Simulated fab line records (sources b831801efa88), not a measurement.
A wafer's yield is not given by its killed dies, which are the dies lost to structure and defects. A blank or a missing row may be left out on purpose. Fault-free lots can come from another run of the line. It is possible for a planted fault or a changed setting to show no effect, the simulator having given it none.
Matching of chambers | flow sky130 | 4 sister chambers for SKY_POLY_CUT_ETCH_10 on rie_diel-04
The step etches BARC in N2/H2, stops on SiO2, time 45.9 s, target depth 60 nm. 14 wafers are shown with their chamber, then 7 later ones without.

## WAFERS, EACH WITH ITS CHAMBER
wafer  | chamber | drypump_motor_current_A (A) | throttle_valve_pct (%) | oes_product_au (a.u.)
L701.1 | 1       | 6.0                         | 13.226                 | 0.860
L701.3 | 3       | 5.3                         | 13.214                 | 0.857
L701.5 | 3       | 5.4                         | 13.223                 | 0.851
L709.2 | 3       | 5.4                         | 13.220                 | 0.855
L709.3 | 2       | 5.7                         | 13.236                 | 0.855
L709.4 | 1       | 6.0                         | 13.219                 | 0.861
L711.2 | 3       | 5.4                         | 13.222                 | 0.860
L711.5 | 3       | 5.4                         | 13.208                 | 0.857
L711.6 | 0       | 4.9                         | 13.210                 | 0.859
L712.2 | 3       | 5.3                         | 13.224                 | 0.862
L712.3 | 2       | 5.7                         | 13.236                 | 0.852
L712.4 | 1       | 6.0                         | 13.243                 | 0.859
L717.1 | 1       | 5.9                         | 13.224                 | 0.856
L717.3 | 0       | 4.9                         | 13.224                 | 0.848

SIGNATURES (averages over the wafers above)
reading                 | chamber 0 | chamber 1 | chamber 2 | chamber 3 | scatter within a chamber
drypump_motor_current_A | 4.900     | 5.975     | 5.700     | 5.367     | 0.0456
throttle_valve_pct      | 13.21700  | 13.22800  | 13.23600  | 13.21850  | 0.00787
oes_product_au          | 0.85350   | 0.85900   | 0.85350   | 0.85700   | 0.00391
Rule: a wafer's distance from a chamber is the root of the sum, over the readings, of the square of ((its reading less the chamber's mean) divided by the reading's scatter). If the next closest chamber is less than 2 further off than the closest, the wafer can't be placed; otherwise it belongs to the closest. The scatter is the square root of a quotient: the sum, over the shown wafers, of each reading's squared deviation from its chamber's mean, divided by wafers minus chambers.

## WAFERS WITHOUT THEIR CHAMBER
wafer  | drypump_motor_current_A (A) | throttle_valve_pct (%) | oes_product_au (a.u.)
L717.6 | 4.9                         | 13.213                 | 0.856
L718.2 | 5.4                         | 13.231                 | 0.858
L718.3 | 5.0                         | 13.224                 | 0.855
L718.6 | 5.0                         | 13.222                 | 0.851
L719.1 | 5.4                         | 13.242                 | 0.861
L719.4 | 5.7                         | 13.233                 | 0.852
L719.5 | 6.0                         | 13.222                 | 0.853

## WHICH CHAMBER EACH WENT THROUGH
wafer  | from the rows above | in truth
L717.6 | 0                   | 0
L718.2 | 3                   | 3
L718.3 | 0                   | 0
L718.6 | 0                   | 0
L719.1 | 3                   | 3
L719.4 | 2                   | 2
L719.5 | 1                   | 1
Placed correctly: 7 of 7. From these rows, 0 cannot be placed. Wrongly placed: 0.
